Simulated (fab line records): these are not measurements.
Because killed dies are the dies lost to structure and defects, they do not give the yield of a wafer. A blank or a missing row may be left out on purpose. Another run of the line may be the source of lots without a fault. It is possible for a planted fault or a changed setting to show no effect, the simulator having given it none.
fab line records	flow sfq-line
record lots=6	wafers=18	last-day=100
route steps=325 shown I4@170 JJ@178 M5@198 A5B@209 R5@225
lots that met no fault: from a run of the same line without faults
start-h: hours from the record's opening day to when the first of the lot's shown wafers began	wait-h: time in hours since the lot's previous step	" repeats the value in the row above	L1.1+2: a single row standing in for several wafers	- no value, or no start given	* or withheld: withheld	< > ~ a bound
route shown NAME@n: names a module that has steps shown in the file, with the first one's number in the route	usual: mean/standard deviation taken from wafers without a fault	same: alike in all rows	chamber/n: place in a boat	sites: the reading at each site	_std_site: how widely they spread, as a standard deviation	_edge_site: outer sites' mean less inner sites'	radius-mm: how far each site lies from the wafer's centre	mask NAME#n: copy n	behind: tool/chamber where the wafer was last shaped	hold: why the lot was held/for how many hours/how that ended	device: the transistor (n, p or np) that didn't switch	end of line: the same wafers' tests at the end of the route	a step with no rows: only its recipe	killed: the dies lost at the first sort to structure and to defects; this is not the yield of the wafer	map: a wafer's dies, marking killed ones x, the rest . and places with no die _
set.NAME: the run value of the setting; set.NAME@STEP: its run value at that earlier step	model.NAME: the simulator's own value behind a step, which no gauge read
lots seen at some steps along the route; tables by step, rows by wafer
services: a tool's chamber out of use, with start hour (start-h, from the record's first day; less than 0 if before it), hours out, and reason
## steps
# step SFQ_TRILAYER_I4_VIA_LITHO_EXPOSE_104
# recipe mask-id=I4	na=0.6	source-shape=conventional	sigma-outer=0.65	target-cd-nm=700	dose-mj=21.3
# step SFQ_TRILAYER_I4_VIA_LITHO_PEB_106
# recipe peb-temp-c=115	peb-time-s=60	resist=KrF
# step SFQ_TRILAYER_I4_VIA_LITHO_DEVELOP_105
# recipe time-s=60	resist=KrF
# step SFQ_I4_OVL_MEAS_928
# usual I4_OVL=2/6.6
lot.wafer	tool	chamber	start-h	wait-h	I4_OVL[nm]
L726.2	overlay-02	-	1377.80	0.1	-4
L726.4	"	-	"	"	-6
L726.6	"	-	"	"	-3
L728.1	overlay-01	-	1391.20	0.1	-1
L728.4	"	-	"	"	2
L728.5	"	-	"	"	-4
L729.1	overlay-02	-	1398.43	0.1	-4
L729.3	"	-	"	"	0
L729.5	"	-	"	"	2
L742.2	overlay-01	-	1583.05	0.1	15
L742.3	"	-	"	"	18
L742.5	"	-	"	"	8
L743.1	overlay-01	-	1587.85	0.1	2
L743.2	"	-	"	"	-5
L743.4	"	-	"	"	0
L744.1	overlay-01	-	1589.05	0.1	4
L744.2	"	-	"	"	-3
L744.5	"	-	"	"	10
# step SFQ_TRILAYER_I4_VIA_BARC_OPEN_VIA_ETCH_146
# recipe mask-material=PR	chemistry=O2	target-depth-nm=125	target=BARC	source-w=500	bias-w=80	pressure-mtorr=30	time-s=41.7
# step SFQ_TRILAYER_I4_VIA_ETCH_VIA_ETCH_106
# recipe target=SiO2	stop-on=Nb	mask-material=PR	taper-deg=20	chemistry=CHF3	target-depth-nm=260	source-w=500	bias-w=80	pressure-mtorr=30	time-s=withheld
# step SFQ_TRILAYER_I4_VIA_STRIP_STRIP_107
# recipe gas=O2	power-w=200	platen-temp-c=40	overash-fraction=0.65	chemistry=O2	pressure-mtorr=50
# step SFQ_TRILAYER_I4_VIA_STRIP_SOLV_CLEAN_108
# recipe chemistry=NMP	temp-c=70	time-s=600
# step SFQ_TRILAYER_JJ_TRILAYER_DEP_PRE_CLEAN_113
# recipe gas=Ar	time-s=22.5	bias-v=250
# step SFQ_TRILAYER_JJ_TRILAYER_DEP_SPUTTER_109
# recipe material=Nb	base-pressure-pa=1.33e-06	chamber-pressure-pa=0.1333	substrate-temp-c=20	target-thk-nm=150	power-w=2000	time-s=100
# usual cathode-dc-power-W=2000.0/0.37	throttle-valve-pct=30.0/1.1
lot.wafer	tool	chamber	start-h	wait-h	cathode-dc-power-W	throttle-valve-pct
L726.2	pvd-sputter-04	-	1378.78	0.0	1999.5	29.4
L726.4	"	-	"	"	2000.5	28.9
L726.6	"	-	"	"	1999.9	29.0
L728.1	pvd-sputter-06	-	1392.19	0.0	1999.9	29.7
L728.4	"	-	"	"	1999.5	29.7
L728.5	"	-	"	"	1999.4	32.6
L729.1	pvd-sputter-03	-	1399.43	0.0	2000.4	29.4
L729.3	"	-	"	"	1999.6	30.2
L729.5	"	-	"	"	2000.1	30.9
L742.2	pvd-sputter-06	-	1584.04	0.0	2000.5	29.8
L742.3	"	-	"	"	1999.5	29.4
L742.5	"	-	"	"	1999.1	29.7
L743.1	pvd-sputter-06	-	1588.84	0.0	1999.6	30.5
L743.2	"	-	"	"	2000.6	32.4
L743.4	"	-	"	"	2000.5	29.8
L744.1	pvd-sputter-04	-	1590.04	0.0	1999.9	29.4
L744.2	"	-	"	"	2000.2	28.6
L744.5	"	-	"	"	1999.7	28.8
# step SFQ_TRILAYER_JJ_TRILAYER_DEP_SPUTTER_110
# recipe material=Al	base-pressure-pa=1.33e-06	target-thk-nm=8	power-w=500	time-s=10	chamber-pressure-pa=0.4
# step SFQ_TRILAYER_JJ_TRILAYER_DEP_AL_OXIDATION_111
# recipe pressure-mbar=0.014667	oxidation-time-s=600	temperature-k=293
# step SFQ_TRILAYER_JJ_TRILAYER_DEP_SPUTTER_112
# recipe material=Nb	base-pressure-pa=1.33e-06	chamber-pressure-pa=0.1333	substrate-temp-c=20	target-thk-nm=170	power-w=2000	time-s=113.3
# usual cathode-dc-power-W=1999.9/0.36	throttle-valve-pct=30.0/1.1
lot.wafer	tool	chamber	start-h	wait-h	cathode-dc-power-W	throttle-valve-pct	model.Nb_of_TRILAYER_JJ_TRILAYER_DEP_SPUTTER_112.thk-nm
L726.2	pvd-sputter-04	-	1379.88	0.5	2000.1	29.5	169.7
L726.4	"	-	"	"	2000.4	28.8	169.8
L726.6	"	-	"	"	1999.2	28.9	169.3
L728.1	pvd-sputter-06	-	1393.29	0.5	1999.7	29.4	171.2
L728.4	"	-	"	"	1999.6	29.8	172.2
L728.5	"	-	"	"	1999.2	32.5	172.4
L729.1	pvd-sputter-03	-	1400.52	0.5	2000.1	29.5	167.7
L729.3	"	-	"	"	1999.8	30.3	168.1
L729.5	"	-	"	"	2000.6	31.1	168.9
L742.2	pvd-sputter-06	-	1585.13	0.5	2854.2	29.9	244
L742.3	"	-	"	"	2854.6	29.3	243.2
L742.5	"	-	"	"	2854.3	29.7	243.3
L743.1	pvd-sputter-06	-	1589.93	0.5	2854.5	30.4	246.6
L743.2	"	-	"	"	2854.6	32.6	246.8
L743.4	"	-	"	"	2854.3	29.6	246.2
L744.1	pvd-sputter-04	-	1591.13	0.5	1999.9	29.7	167.4
L744.2	"	-	"	"	1999.8	28.7	169.3
L744.5	"	-	"	"	1999.8	28.5	168.4
# step SFQ_JJ_RS_MEAS_929
# recipe thk-meas-gauge=four-point-probe	reads=Nb_of_TRILAYER_JJ_TRILAYER_DEP_SPUTTER_112
# usual JJ_NB_RS=1.048/0.012
lot.wafer	tool	chamber	start-h	wait-h	hold	JJ_NB_RS[ohm/sq]
L726.2	film-metro-03	-	1379.98	0.1	-	1.053
L726.4	"	-	"	"	-	1.050
L726.6	"	-	"	"	-	1.057
L728.1	film-metro-04	-	1393.37	0.0	-	1.040
L728.4	"	-	"	"	-	1.034
L728.5	"	-	"	"	-	1.032
L729.1	film-metro-04	-	1400.60	0.0	-	1.062
L729.3	"	-	"	"	-	1.059
L729.5	"	-	"	"	-	1.056
L742.2	film-metro-01	-	1585.23	0.1	await-dispo/0.2h/release	0.728
L742.3	"	-	"	"	await-dispo/0.2h/release	0.729
L742.5	"	-	"	"	await-dispo/0.2h/release	0.730
L742.2	film-metro-01	-	1585.52	0.3	-	0.728
L742.3	"	-	"	"	-	0.729
L742.5	"	-	"	"	-	0.729
L743.1	film-metro-03	-	1590.01	0.0	await-dispo/0.2h/release	0.721
L743.2	"	-	"	"	await-dispo/0.2h/release	0.721
L743.4	"	-	"	"	await-dispo/0.2h/release	0.722
L743.1	film-metro-03	-	1590.30	0.3	-	0.721
L743.2	"	-	"	"	-	0.719
L743.4	"	-	"	"	-	0.722
L744.1	film-metro-01	-	1591.21	0.0	-	1.063
L744.2	"	-	"	"	-	1.052
L744.5	"	-	"	"	-	1.059
# step SFQ_TRILAYER_JJ_CE_LITHO_COAT_114
# recipe resist=KrF	spin-rpm=3000	resist-thk-nm=600
# step SFQ_TRILAYER_JJ_CE_LITHO_SOFTBAKE_118
# recipe temp-c=withheld	time-s=withheld	resist=KrF
# step SFQ_TRILAYER_JJ_CE_LITHO_EXPOSE_115
# recipe mask-id=J5	na=0.6	source-shape=conventional	sigma-outer=0.65	target-cd-nm=700	dose-mj=14.4
# step SFQ_TRILAYER_JJ_CE_LITHO_PEB_117
# recipe peb-temp-c=115	peb-time-s=60	resist=KrF
# step SFQ_TRILAYER_JJ_CE_LITHO_DEVELOP_116
# recipe time-s=60	resist=KrF
# step SFQ_JJ_OVL_MEAS_931
# usual J5_OVL=0/6.5
lot.wafer	tool	chamber	start-h	wait-h	J5_OVL[nm]
L726.2	overlay-01	-	1499.79	0.1	-6
L726.4	"	-	"	"	-1
L726.6	"	-	"	"	-8
L728.1	overlay-02	-	1514.52	0.1	-5
L728.4	"	-	"	"	-13
L728.5	"	-	"	"	-13
L729.1	overlay-02	-	1520.52	0.1	1
L729.3	"	-	"	"	4
L729.5	"	-	"	"	-1
L744.1	overlay-02	-	1594.64	0.1	-6
L744.2	"	-	"	"	-4
L744.5	"	-	"	"	-3
L742.2	overlay-01	-	1595.95	0.1	-8
L742.3	"	-	"	"	-2
L742.5	"	-	"	"	-5
L743.1	overlay-01	-	1601.23	0.2	-1
L743.2	"	-	"	"	-2
L743.4	"	-	"	"	-3
# step SFQ_TRILAYER_JJ_CE_METRO_MEASURE_117
# usual cd-nm=700.0/1.1
lot.wafer	tool	chamber	start-h	wait-h	cd-nm
L726.2	cd-sem-02	-	1500.02	0.2	698.9
L726.4	"	-	"	"	700.1
L726.6	"	-	"	"	699.0
L728.1	cd-sem-02	-	1514.56	0.0	700.0
L728.4	"	-	"	"	699.2
L728.5	"	-	"	"	701.4
L729.1	cd-sem-01	-	1520.56	0.0	699.0
L729.3	"	-	"	"	698.8
L729.5	"	-	"	"	698.8
L744.1	cd-sem-02	-	1594.68	0.0	700.1
L744.2	"	-	"	"	698.7
L744.5	"	-	"	"	700.8
L742.2	cd-sem-01	-	1596.18	0.2	699.4
L742.3	"	-	"	"	699.9
L742.5	"	-	"	"	700.0
L743.1	cd-sem-01	-	1601.27	0.0	700.5
L743.2	"	-	"	"	701.0
L743.4	"	-	"	"	701.1
# step SFQ_TRILAYER_JJ_CE_BARC_OPEN_RIE_150
# recipe mask-material=PR	chemistry=O2	target-depth-nm=240	target=BARC	icp-w=600	bias-w=80	pressure-mtorr=10	time-s=80
# step SFQ_TRILAYER_JJ_CE_ETCH_RIE_118
# recipe target=Nb	stop-on=Al2O3	mask-material=PR	taper-deg=13.257	over-etch-frac=0.15	time-s=97.7	chemistry=SF6	target-depth-nm=170	icp-w=600	bias-w=80	pressure-mtorr=10
# step SFQ_TRILAYER_JJ_ANODIZE_ANODIZE_119
# recipe current-density-ma-cm2=withheld	end-current-density-ma-cm2=withheld	bath-temp-c=withheld
# step SFQ_TRILAYER_JJ_CE_STRIP_STRIP_120
# recipe gas=O2	power-w=200	platen-temp-c=40	overash-fraction=0.65	chemistry=O2	pressure-mtorr=50
# usual drypump-motor-current-A=6.0/0.43	he-backside-leak-sccm=3.6/0.36	oes-product-au=1.006/0.012	platen-temp-c=39.99/0.12
lot.wafer	tool	chamber	start-h	wait-h	drypump-motor-current-A	he-backside-leak-sccm	oes-product-au	platen-temp-c	rf-hours-counter-h
L726.2	rie-metal-02	1	1502.11	0.2	6.3	3.4	1.010	39.96	-
L726.4	"	1	"	"	6.3	3.4	1.016	39.91	-
L726.6	"	1	"	"	6.3	3.4	1.013	39.83	-
L728.1	rie-metal-02	1	1516.46	0.0	6.4	3.4	1.013	39.91	124
L728.4	"	1	"	"	6.3	3.3	1.020	39.99	-
L728.5	"	1	"	"	6.3	3.2	1.025	40.04	-
L729.1	rie-metal-02	1	1522.46	0.0	6.4	3.3	1.008	40.09	125
L729.3	"	1	"	"	6.3	3.5	1.008	39.87	-
L729.5	"	0	"	"	5.6	3.6	1.014	40.10	-
L744.1	rie-metal-02	0	1596.58	0.0	5.6	3.7	1.006	40.03	104
L744.2	"	1	"	"	6.3	3.3	1.020	40.10	8
L744.5	"	0	"	"	5.6	3.8	1.005	39.84	-
L742.2	rie-metal-02	1	1597.88	0.0	6.3	3.2	1.013	40.00	7
L742.3	"	1	"	"	6.3	3.3	1.009	40.10	-
L742.5	"	1	"	"	6.4	3.2	1.005	40.16	-
L743.1	rie-metal-04	1	1603.16	0.0	6.1	3.5	1.007	39.84	44
L743.2	"	1	"	"	6.1	3.7	1.015	39.85	-
L743.4	"	1	"	"	6.1	3.4	1.008	39.90	-
# step SFQ_TRILAYER_JJ_CE_STRIP_SOLV_CLEAN_121
# recipe chemistry=NMP	temp-c=70	time-s=600
# step SFQ_TRILAYER_M5_LITHO_COAT_128
# recipe resist=BARC	spin-rpm=3000	resist-thk-nm=62
# step SFQ_TRILAYER_M5_LITHO_COAT_123
# recipe resist=KrF	spin-rpm=3000	resist-thk-nm=600
# step SFQ_TRILAYER_M5_LITHO_SOFTBAKE_127
# recipe temp-c=withheld	time-s=withheld	resist=KrF
# step SFQ_TRILAYER_M5_LITHO_EXPOSE_124
# recipe mask-id=M5	na=0.6	source-shape=conventional	sigma-outer=0.65	target-cd-nm=700	dose-mj=14.4
# step SFQ_TRILAYER_M5_LITHO_PEB_126
# recipe peb-temp-c=115	peb-time-s=60	resist=KrF
# step SFQ_TRILAYER_M5_LITHO_DEVELOP_125
# recipe time-s=60	resist=KrF
# step SFQ_M5_OVL_MEAS_932
# usual M5_OVL=-1/5.1
lot.wafer	tool	chamber	start-h	wait-h	M5_OVL[nm]
L726.2	overlay-01	-	1505.55	0.1	1
L726.4	"	-	"	"	6
L726.6	"	-	"	"	-1
L728.1	overlay-01	-	1519.48	0.1	4
L728.4	"	-	"	"	-3
L728.5	"	-	"	"	3
L729.1	overlay-01	-	1525.48	0.1	2
L729.3	"	-	"	"	3
L729.5	"	-	"	"	-3
L742.2	overlay-02	-	1687.65	0.1	2
L742.3	"	-	"	"	13
L742.5	"	-	"	"	13
L743.1	overlay-01	-	1692.45	0.1	-4
L743.2	"	-	"	"	-4
L743.4	"	-	"	"	-6
L744.1	overlay-01	-	1693.65	0.1	4
L744.2	"	-	"	"	-3
L744.5	"	-	"	"	-2
# step SFQ_TRILAYER_M5_BARC_OPEN_METAL_ETCH_161
# recipe mask-material=PR	chemistry=O2	target-depth-nm=125	target=BARC	icp-w=600	bias-w=80	pressure-mtorr=10	time-s=41.7
# step SFQ_TRILAYER_M5_ETCH_METAL_ETCH_126
# recipe target=Nb	stop-on=SiO2	mask-material=PR	over-etch-frac=0.15	time-s=203.2	chemistry=Cl2/BCl3	target-depth-nm=265	icp-w=600	bias-w=80	pressure-mtorr=10
# step SFQ_TRILAYER_M5_STRIP_STRIP_127
# recipe gas=O2	power-w=200	platen-temp-c=40	overash-fraction=0.65	chemistry=O2	pressure-mtorr=50
# usual drypump-motor-current-A=6.0/0.38	he-backside-leak-sccm=3.5/0.36	oes-product-au=1.008/0.0091	platen-temp-c=39.99/0.1
lot.wafer	tool	chamber	start-h	wait-h	drypump-motor-current-A	he-backside-leak-sccm	oes-product-au	platen-temp-c	rf-hours-counter-h
L726.2	rie-metal-02	1	1506.28	0.5	6.4	3.4	1.001	40.07	-
L726.4	"	1	"	"	6.4	3.4	1.013	40.09	-
L726.6	"	1	"	"	6.3	3.3	1.004	39.96	-
L728.1	rie-metal-01	0	1520.02	0.3	5.8	3.2	1.004	39.81	34
L728.4	"	0	"	"	5.8	3.2	0.988	39.87	-
L728.5	"	0	"	"	5.8	3.0	1.007	39.96	-
L729.1	rie-metal-01	0	1526.02	0.3	5.8	3.3	0.998	39.93	36
L729.3	"	0	"	"	5.8	3.3	1.000	39.91	-
L729.5	"	0	"	"	5.8	3.3	0.995	39.88	-
L742.2	rie-metal-04	0	1687.94	0.1	6.7	3.8	1.006	40.09	6
L742.3	"	0	"	"	6.7	3.9	1.016	39.85	-
L742.5	"	1	"	"	6.1	3.6	1.003	39.95	-
L743.1	rie-metal-01	0	1692.74	0.1	5.8	3.2	1.009	39.94	64
L743.2	"	1	"	"	5.5	3.4	0.991	40.18	24
L743.4	"	0	"	"	5.8	3.4	1.004	39.93	-
L744.1	rie-metal-04	0	1693.94	0.1	6.7	3.7	1.018	39.89	7
L744.2	"	1	"	"	6.1	3.7	1.011	39.99	66
L744.5	"	0	"	"	6.7	3.8	1.011	39.90	-
# step SFQ_TRILAYER_M5_STRIP_SOLV_CLEAN_128
# recipe chemistry=NMP	temp-c=70	time-s=600
# step SFQ_TRILAYER_A5B_DEP_PECVD_129
# recipe material=SiO2	temp-c=150	time-s=133.33	pressure-torr=2.4	rf-w=183.3	precursor=SiH4/N2O	target-thk-nm=600
# step SFQ_TRILAYER_A5B_CMP_CMP_130
# recipe stop-on=Nb	down-force-psi=3	platen-rpm=60	target-thk-nm=340.7
# step SFQ_TRILAYER_A5B_METRO_MEASURE_131
# usual thk-nm=341/6
lot.wafer	tool	chamber	start-h	wait-h	thk-nm
L726.2	film-metro-03	-	1512.20	2.7	351
L726.4	"	-	"	"	344
L726.6	"	-	"	"	339
L728.1	film-metro-04	-	1525.81	2.0	338
L728.4	"	-	"	"	340
L728.5	"	-	"	"	343
L729.1	film-metro-02	-	1531.81	2.0	348
L729.3	"	-	"	"	339
L729.5	"	-	"	"	338
L742.2	film-metro-03	-	1692.05	2.2	350
L742.3	"	-	"	"	338
L742.5	"	-	"	"	344
L743.1	film-metro-03	-	1696.60	1.0	337
L743.2	"	-	"	"	340
L743.4	"	-	"	"	338
L744.1	film-metro-02	-	1697.85	2.0	349
L744.2	"	-	"	"	345
L744.5	"	-	"	"	353
# step SFQ_TRILAYER_R5_ETCH_METAL_ETCH_139
# recipe stop-on=SiO2	mask-material=PR	chemistry=Cl2	target-depth-nm=60	icp-w=600	bias-w=80	pressure-mtorr=10	time-s=40
# usual bias-w=79.97/0.25	drypump-motor-current-A=5.8/0.43	he-backside-leak-sccm=3.5/0.35	oes-product-au=0.987/0.0077
lot.wafer	tool	chamber	start-h	wait-h	bias-w	drypump-motor-current-A	he-backside-leak-sccm	oes-product-au	rf-hours-counter-h	model.Nb_of_TRILAYER_JJ_TRILAYER_DEP_SPUTTER_112.thk-nm
L726.2	rie-metal-03	1	1592.74	0.0	79.94	5.3	3.3	0.982	71	160
L726.4	"	0	"	"	79.91	6.0	3.6	0.993	-	159.6
L726.6	"	0	"	"	79.87	6.0	3.7	0.990	-	159.2
L728.1	rie-metal-01	0	1607.14	0.0	79.96	5.8	3.4	0.994	50	161
L728.4	"	0	"	"	79.63	5.8	3.3	0.987	-	162.1
L728.5	"	0	"	"	79.75	5.8	3.2	0.991	-	162.3
L729.1	rie-metal-03	0	1608.88	0.0	79.93	6.0	3.6	0.994	59	157.7
L729.3	"	0	"	"	79.97	6.0	3.5	0.994	-	158.1
L729.5	"	1	"	"	79.50	5.2	3.2	0.977	-	159.2
L742.2	rie-metal-01	1	1809.97	0.0	79.76	5.5	3.4	0.981	39	234.2
L742.3	"	0	"	"	79.76	5.8	3.4	0.996	-	233.2
L742.5	"	0	"	"	80.01	5.8	3.3	0.996	-	233.3
L743.1	rie-metal-04	0	1814.77	0.0	79.84	6.7	3.5	0.992	22	236.5
L743.2	"	1	"	"	79.11	6.1	3.5	0.993	81	236.8
L743.4	"	0	"	"	79.83	6.7	3.5	0.987	-	236.1
L744.1	rie-metal-03	0	1815.97	0.0	80.12	6.0	3.8	0.988	86	157.6
L744.2	"	1	"	"	80.04	5.2	3.4	0.997	101	159.5
L744.5	"	1	"	"	80.55	5.3	3.3	0.987	-	158.7
## services
tool	chamber	start-h	hours	kind
rie-metal-03	-	1359.54	0.2	repair
rie-metal-02	-	1366.26	2.8	pm
rie-metal-02	1	1373.43	2.6	repair
cd-sem-02	-	1375.31	0.5	pm
pvd-sputter-06	-	1376.31	3.2	repair
rie-metal-04	0	1399.92	19.3	repair
cd-sem-01	-	1399.99	2.2	pm
film-metro-03	-	1406.57	0.7	pm
cd-sem-01	-	1409.26	5.7	repair
cd-sem-01	-	1414.93	1.4	pm
rie-metal-01	-	1434.22	0.7	repair
cd-sem-02	-	1451.68	0.5	pm
rie-metal-01	-	1452.93	2.8	pm
cd-sem-02	-	1455.64	1.1	pm
rie-metal-02	1	1458.45	2.2	repair
rie-metal-03	1	1474.67	3.4	repair
rie-metal-02	0	1495.85	15.1	repair
rie-metal-01	-	1565.26	1.2	repair
rie-metal-04	0	1590.23	15.3	repair
rie-metal-04	0	1630.51	16.6	repair
rie-metal-02	-	1688.57	1.2	repair
pvd-sputter-04	-	1715.24	1.3	repair
pvd-sputter-06	-	1754.34	3.4	repair
pvd-sputter-06	-	1781.43	14.8	repair
## key
first-sign step=SFQ_TRILAYER_JJ_TRILAYER_DEP_SPUTTER_112	reading=cathode-dc-power-W	direction=up	sigmas=99+	usual=1999.9	struck=2854.4
effect step=SFQ_JJ_RS_MEAS_929	reading=visit	direction=added
effect step=SFQ_JJ_RS_MEAS_929	reading=JJ_NB_RS	direction=down	sigmas=27	usual=1.048	struck=0.725
model-effect step=SFQ_TRILAYER_JJ_TRILAYER_DEP_SPUTTER_112	value=Nb_of_TRILAYER_JJ_TRILAYER_DEP_SPUTTER_112.thk-nm	without=172.4	struck=245
model-effect step=SFQ_TRILAYER_R5_ETCH_METAL_ETCH_139	value=Nb_of_TRILAYER_JJ_TRILAYER_DEP_SPUTTER_112.thk-nm	without=162.4	struck=235
met-at SFQ_TRILAYER_JJ_TRILAYER_DEP_SPUTTER_112
struck-wafers L742.2,L742.3,L742.5,L743.1,L743.2,L743.4
onset-between 1393.29 1585.13
fault kind=process-parameter-drift	tool=pvd-sputter-06	chamber=-	onset-h=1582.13	steps=SFQ_TRILAYER_JJ_TRILAYER_DEP_SPUTTER_112	channel=power-w	offset=854.45	shape=step	end-h=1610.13	acts-in=these-recipes-only	stated=2000
